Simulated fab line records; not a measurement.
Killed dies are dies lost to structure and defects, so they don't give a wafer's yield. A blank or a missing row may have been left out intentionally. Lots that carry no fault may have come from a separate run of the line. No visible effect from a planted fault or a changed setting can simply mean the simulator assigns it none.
Which tool did it?    flow gf180mcu    24 lots with 72 wafers sampled at 5 steps, on a route of 602 steps

WHAT EACH GAUGE READ, for each wafer
GF_V2_BOW_MEAS_05. Usual: for V2_BOW the level is 101 um and the standard deviation is 8.6.
lot   measured      on             V2_BOW (um)  flag
L074  day 19 03:59  film metro-02  99 94 92     
L075  day 19 08:25  film metro-03  84 93 96     
L076  day 20 01:39  film metro-03  96 103 97    
L077  day 20 12:06  film metro-04  97 103 96    
L078  day 20 16:37  film metro-02  103 114 114  
L079  day 21 03:55  film metro-04  101 94 102   
L080  day 21 13:14  film metro-04  99 108 100   
L081  day 21 22:33  film metro-02  106 108 111  
L082  day 22 11:11  film metro-02  95 104 108   
L083  day 22 22:50  film metro-02  88 106 100   
L085  day 23 14:14  film metro-02  115 101 106  
L084  day 23 14:56  film metro-02  95 87 81     
L086  day 23 21:05  film metro-03  105 102 108  
L087  day 24 01:22  film metro-03  111 101 106  
L088  day 24 15:19  film metro-03  97 93 113    
L089  day 25 05:28  film metro-02  94 114 100   
L090  day 25 10:06  film metro-02  101 93 112   
L091  day 25 15:05  film metro-02  88 93 84     
L092  day 25 20:45  film metro-02  111 117 97   
L093  day 26 04:11  film metro-02  92 97 118    
L094  day 26 07:55  film metro-03  100 103 95   
L095  day 26 21:00  film metro-02  98 113 112   
L096  day 26 22:17  film metro-02  97 99 113    
L097  day 27 03:08  film metro-04  107 103 107  

GF_M4_THK_MEAS_06: measures by xrf. Usual: for M4_ALCU_THK the level is 444 nm and the standard deviation is 7.9.
lot   measured      on             M4_ALCU_THK (nm)  flag
L074  day 22 09:46  film metro-02  427 435 428       
L075  day 22 14:17  film metro-03  441 452 445       
L076  day 23 05:04  film metro-01  449 450 432       
L077  day 23 17:04  film metro-01  450 455 446       
L078  day 23 19:56  film metro-01  446 448 442       
L079  day 24 06:31  film metro-01  454 442 452       
L080  day 24 16:26  film metro-03  440 457 454       
L081  day 25 00:11  film metro-01  454 443 451       
L082  day 25 11:36  film metro-01  451 451 441       
L083  day 25 22:13  film metro-03  442 432 448       
L085  day 26 11:30  film metro-01  442 446 457       
L084  day 26 13:28  film metro-03  439 457 443       
L086  day 26 18:29  film metro-03  462 448 444       
L087  day 26 23:38  film metro-03  440 442 444       
L088  day 27 11:44  film metro-02  450 437 449       
L089  day 28 01:07  film metro-03  444 454 442       
L090  day 28 05:34  film metro-01  443 447 457       
L091  day 28 11:11  film metro-02  431 440 436       
L092  day 28 13:50  film metro-02  440 437 435       
L093  day 28 21:16  film metro-01  439 451 439       
L094  day 29 01:52  film metro-02  445 433 443       
L095  day 29 11:54  film metro-03  446 432 453       
L096  day 29 13:32  film metro-01  452 446 433       
L097  day 29 17:46  film metro-03  449 442 447       

WHICH TOOL RAN EACH LOT (tool, then ch and the chambers of the sampled wafers, then the start)
lot   GF_V1_CVD_23                   GF_M2_METAL_ETCH_16                GF_M4_SPUTTER_03
L074  cvd w-02 ch 0,1, day 18 01:56  rie metal-03 ch 0,1, day 19 02:44  pvd sputter-02, day 22 09:35
L075  cvd w-02 ch 0,1, day 18 06:29  rie metal-04 ch 0,1, day 19 07:10  pvd sputter-01, day 22 14:05
L076  cvd w-02 ch 0,1, day 18 22:47  rie metal-02 ch 0,1, day 20 00:25  pvd sputter-03, day 23 04:53
L077  cvd w-01 ch 0,1, day 19 09:36  rie metal-03 ch 1, day 20 10:45    pvd sputter-01, day 23 16:53
L078  cvd w-02 ch 0,1, day 19 14:44  rie metal-03 ch 1, day 20 15:17    pvd sputter-01, day 23 19:44
L079  cvd w-01 ch 0, day 20 01:08    rie metal-03 ch 0,1, day 21 02:41  pvd sputter-03, day 24 06:20
L080  cvd w-02 ch 0,1, day 20 09:49  rie metal-03 ch 1, day 21 10:31    pvd sputter-01, day 24 16:14
L081  cvd w-01 ch 0,1, day 20 21:01  rie metal-03 ch 0,1, day 21 21:19  pvd sputter-01, day 24 23:59
L082  cvd w-02 ch 0,1, day 21 08:39  rie metal-02 ch 0,1, day 22 09:56  pvd sputter-02, day 25 11:25
L083  cvd w-01 ch 0,1, day 21 21:26  rie metal-03 ch 0,1, day 22 21:35  pvd sputter-02, day 25 22:01
L085  cvd w-01 ch 0,1, day 22 12:40  rie metal-04 ch 0,1, day 23 12:55  pvd sputter-01, day 26 11:18
L084  cvd w-02 ch 0,1, day 22 13:06  rie metal-02 ch 0, day 23 13:17    pvd sputter-01, day 26 13:16
L086  cvd w-02 ch 0,1, day 22 19:18  rie metal-04 ch 0,1, day 23 19:46  pvd sputter-02, day 26 18:17
L087  cvd w-01 ch 0,1, day 23 00:13  rie metal-03 ch 0,1, day 23 23:48  pvd sputter-03, day 26 23:27
L088  cvd w-01 ch 1, day 23 14:19    rie metal-03 ch 0,1, day 24 14:00  pvd sputter-01, day 27 11:32
L089  cvd w-02 ch 0,1, day 24 04:16  rie metal-03 ch 0,1, day 25 04:10  pvd sputter-01, day 28 00:56
L090  cvd w-02 ch 0,1, day 24 10:02  rie metal-03 ch 0,1, day 25 08:52  pvd sputter-02, day 28 05:23
L091  cvd w-02 ch 0,1, day 24 15:07  rie metal-04 ch 0,1, day 25 13:51  pvd sputter-02, day 28 10:59
L092  cvd w-01 ch 0,1, day 24 20:41  rie metal-03 ch 0,1, day 25 19:31  pvd sputter-01, day 28 13:39
L093  cvd w-02 ch 0, day 25 04:35    rie metal-04 ch 1, day 26 02:57    pvd sputter-01, day 28 21:05
L094  cvd w-02 ch 0,1, day 25 08:22  rie metal-03 ch 0,1, day 26 06:27  pvd sputter-03, day 29 01:41
L095  cvd w-01 ch 0,1, day 25 21:26  rie metal-03 ch 0,1, day 26 19:46  pvd sputter-03, day 29 11:43
L096  cvd w-01 ch 0,1, day 25 23:20  rie metal-02 ch 1, day 26 20:54    pvd sputter-03, day 29 13:20
L097  cvd w-02 ch 0,1, day 26 04:38  rie metal-03 ch 0,1, day 27 01:45  pvd sputter-03, day 29 17:35
- GF_V1_CVD_23: deposits W, target thk 350 nm, time 105.05 s.
- GF_M2_METAL_ETCH_16: etches the open film in Cl2/BCl3, stops on SiO2, target depth 750.8 nm, time 125.1 s.
- GF_M4_SPUTTER_03: material Ti, target thk 10 nm, time 6.7 s.

WHAT THE TOOLS THEMSELVES READ (means of the sampled wafers that have a number; where no wafer has one, the mark that the record gives instead)
GF_V1_CVD_23. Usual: heater power w reads 826 W (standard deviation 110).
lot   tool      heater power w (W)  flag
L074  cvd w-02  799                 
L075  cvd w-02  788                 
L076  cvd w-02  780                 
L077  cvd w-01  887                 
L078  cvd w-02  799                 
L079  cvd w-01  984                 
L080  cvd w-02  733                 
L081  cvd w-01  890                 
L082  cvd w-02  784                 
L083  cvd w-01  945                 
L085  cvd w-01  925                 
L084  cvd w-02  724                 
L086  cvd w-02  726                 
L087  cvd w-01  906                 
L088  cvd w-01  850                 
L089  cvd w-02  794                 
L090  cvd w-02  717                 
L091  cvd w-02  790                 
L092  cvd w-01  896                 
L093  cvd w-02  680                 
L094  cvd w-02  803                 
L095  cvd w-01  946                 
L096  cvd w-01  910                 
L097  cvd w-02  735                 

GF_M2_METAL_ETCH_16. Usual: chamber pressure mTorr 8.000 mTorr, standard deviation 0.0075; drypump motor current A 5.53 A, standard deviation 0.28; mfc cl2 sccm 80.00 sccm, standard deviation 0.23; oes product au 0.991 a.u., standard deviation 0.0064; throttle valve pct 28.227 %, standard deviation 0.011.
lot   tool          chamber pressure mTorr (mTorr)  drypump motor current A (A)  mfc cl2 sccm (sccm)  oes product au (a.u.)  throttle valve pct (%)  flag
L074  rie metal-03  8.000                           5.69                         79.81                1.002                  28.225                  
L075  rie metal-04  7.998                           5.42                         80.12                0.975                  28.248                  
L076  rie metal-02  7.997                           5.50                         79.86                0.994                  28.220                  
L077  rie metal-03  7.986                           5.83                         80.19                0.994                  28.223                  
L078  rie metal-03  8.003                           5.83                         80.01                0.995                  28.220                  
L079  rie metal-03  7.999                           5.68                         79.66                0.992                  28.221                  
L080  rie metal-03  8.001                           5.83                         79.83                0.992                  28.216                  
L081  rie metal-03  8.000                           5.67                         80.05                0.987                  28.235                  
L082  rie metal-02  8.006                           5.50                         80.01                0.991                  28.234                  
L083  rie metal-03  8.001                           5.52                         80.13                0.992                  28.219                  
L085  rie metal-04  8.005                           5.26                         80.21                0.995                  28.226                  
L084  rie metal-02  8.002                           5.70                         80.16                0.992                  28.227                  
L086  rie metal-04  7.999                           5.25                         79.77                0.987                  28.229                  
L087  rie metal-03  7.997                           5.67                         80.06                0.992                  28.218                  
L088  rie metal-03  7.999                           5.52                         79.63                0.996                  28.226                  
L089  rie metal-03  7.995                           5.68                         80.16                0.984                  28.231                  
L090  rie metal-03  7.998                           5.52                         79.85                0.989                  28.229                  
L091  rie metal-04  7.993                           5.26                         79.76                0.994                  28.232                  
L092  rie metal-03  7.999                           5.52                         80.18                0.993                  28.222                  
L093  rie metal-04  8.001                           5.56                         79.99                0.993                  28.225                  
L094  rie metal-03  7.995                           5.53                         80.14                0.991                  28.236                  
L095  rie metal-03  8.000                           5.53                         80.08                0.986                  28.224                  
L096  rie metal-02  8.000                           5.12                         79.96                0.991                  28.232                  
L097  rie metal-03  7.995                           5.53                         80.25                0.992                  28.220                  

GF_M4_SPUTTER_03. Usual: cathode dc power W 3000.0 W, standard deviation 0.57; throttle valve pct 30.3 %, standard deviation 1.1.
lot   tool            cathode dc power W (W)  throttle valve pct (%)  flag
L074  pvd sputter-02  3000.5                  29.7                    
L075  pvd sputter-01  2999.9                  30.3                    
L076  pvd sputter-03  3000.1                  30.9                    
L077  pvd sputter-01  3000.0                  29.2                    
L078  pvd sputter-01  3000.0                  29.3                    
L079  pvd sputter-03  3000.3                  31.4                    
L080  pvd sputter-01  2999.8                  28.7                    
L081  pvd sputter-01  3000.0                  28.5                    
L082  pvd sputter-02  3000.3                  30.1                    
L083  pvd sputter-02  2999.7                  30.3                    
L085  pvd sputter-01  3000.0                  30.3                    
L084  pvd sputter-01  2999.8                  30.1                    
L086  pvd sputter-02  3000.3                  30.2                    
L087  pvd sputter-03  2999.4                  30.9                    
L088  pvd sputter-01  2999.7                  29.4                    
L089  pvd sputter-01  3000.3                  28.5                    
L090  pvd sputter-02  3000.7                  30.3                    
L091  pvd sputter-02  2999.6                  30.2                    
L092  pvd sputter-01  2999.8                  29.3                    
L093  pvd sputter-01  3000.0                  30.4                    
L094  pvd sputter-03  2999.5                  30.9                    
L095  pvd sputter-03  3000.1                  30.8                    
L096  pvd sputter-03  3000.2                  30.6                    
L097  pvd sputter-03  3000.2                  31.1                    

THE ANSWER, worked out from the rows above alone
Rule: take the mean of a lot's wafers that have a number; if it is more than 3 standard deviations from the usual mean, the lot is off. A lot without any number at a reading at which 4 lots or more have one is off too. The other lots that the step has rows for count as sound. Order of review: gauges by route order, followed by the tools' own readings, for which a lot's mean as printed above is used. At the first step where some lot is off, the reading lying furthest off is the one used; lots without a number count as furthest.
No lot is off on any of the readings shown, so nothing can be concluded from this.

WHAT WAS PUT IN BY THE SIMULATOR
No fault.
